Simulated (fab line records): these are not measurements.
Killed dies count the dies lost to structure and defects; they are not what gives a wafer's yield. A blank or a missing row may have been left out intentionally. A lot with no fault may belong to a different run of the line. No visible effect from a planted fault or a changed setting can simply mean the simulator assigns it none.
Which tool was responsible? | flow gf180mcu | 11 lots (33 wafers sampled), 1 step of a 602-step route

WHAT EACH GAUGE READ, for each wafer
GF_NWELL_TW_MEAS_11.
lot  | measured    | on            | NWELL_TW
L719 | day 3 08:24 | film_metro-02 | 1573 1583 1580
L720 | day 3 14:03 | film_metro-01 | 1591 1580 1580
L721 | day 3 18:25 | film_metro-02 | 1574 1566 1569
L722 | day 4 00:23 | film_metro-04 | 1585 1594 1592
L723 | day 4 06:13 | film_metro-02 | 1572 1576 1576
L726 | day 4 22:27 | film_metro-01 | 1587 1580 1590
L731 | day 6 05:20 | film_metro-01 | 1587 1577 1576
L732 | day 6 07:44 | film_metro-02 | 1568 1576 1568
L738 | day 7 14:59 | film_metro-01 | 1579 1576 1568
L740 | day 8 01:37 | film_metro-01 | 1574 1578 1569
L741 | day 8 08:49 | film_metro-04 | 1592 1595 1593

WHAT TOOL EACH LOT RAN ON (gives the tool, then ch and the chambers of the sampled wafers, and finally the start)
The record shows no process step preceding these readings.

THE ANSWER, worked out from the rows above alone
Rule: usual is defined by the lots themselves. Put in order of their means at a reading, lots are off if they are a third of the lots or fewer, leave a main group of 4 or more, and stand apart from it by a gap of 3 or more times the standard deviation of the main group's means; of several such gaps the widest counts. A main group whose means are all the same, to the digits that the tables above print for the reading, isn't used. A lot without any number at a reading at which 4 lots or more have one is off too. Where the step has rows for the other lots, those lots are counted as sound.
Nothing can be told from this: no lot is off at any reading shown.

WHAT THE SIMULATOR HAD INSERTED
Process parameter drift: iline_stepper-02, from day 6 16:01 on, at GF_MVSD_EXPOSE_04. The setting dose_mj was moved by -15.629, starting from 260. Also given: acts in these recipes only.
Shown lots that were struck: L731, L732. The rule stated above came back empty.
